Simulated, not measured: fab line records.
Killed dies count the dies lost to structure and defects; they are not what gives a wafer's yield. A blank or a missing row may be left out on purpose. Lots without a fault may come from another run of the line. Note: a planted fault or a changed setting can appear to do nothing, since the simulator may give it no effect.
The same fault as seen by 2 desks | flow gf180mcu | what lay behind the numbers comes last; until then each desk has only its own

## TOOL OWNER'S DESK, pvd_sputter-03
The tool's own readings at GF_M4_SPUTTER_03 (material Ti, target thk 10 nm, time 6.7 s): means of the sampled wafers that have a number, for each lot that ran on this tool. A lot is out of limits, marked OUT, if its mean lies more than 4 standard deviations from the usual mean; the brackets give that distance.
Columns: A = throttle_valve_pct at GF_M4_SPUTTER_03, usual 30.2 %
lot  | first seen here | A
L825 | day 24 08:40    | 30.9
L828 | day 25 14:18    | 30.5
L832 | day 26 21:14    | 31.2
L833 | day 27 02:44    | 30.7
This desk found nothing out of limits on any of the 4 lots.

## THE METROLOGY DESK
Means of the sampled wafers that have a number, per lot and without regard to the tool the lot ran on: this is what the gauges read. A lot is out of limits, marked OUT, if its mean lies more than 4 standard deviations from the usual mean; the brackets give that distance.
Columns: A = PASSIVATION_CVD_02_THK at GF_PASSIVATION_THK_MEAS_03, usual 702 nm
lot  | first seen here | A
L820 | day 28 08:26    | 707
L821 | day 28 09:11    | 708
L822 | day 28 22:08    | 704
L823 | day 29 01:34    | 697
L824 | day 29 11:09    | 697
L825 | day 29 18:31    | 710
L828 | day 30 19:43    | 697
L832 | day 31 23:08    | 706
L833 | day 32 04:07    | 700
L837 | day 32 23:46    | 706
L839 | day 33 15:47    | 695
L841 | day 33 22:04    | 697
L843 | day 34 13:21    | 681
This desk found nothing out of limits on any of the 13 lots.

## TAKEN TOGETHER
The desk of the tool owner found nothing out of limits.
Metrology desk: nothing out of limits seen.

## WHAT THE SIMULATOR PUT IN
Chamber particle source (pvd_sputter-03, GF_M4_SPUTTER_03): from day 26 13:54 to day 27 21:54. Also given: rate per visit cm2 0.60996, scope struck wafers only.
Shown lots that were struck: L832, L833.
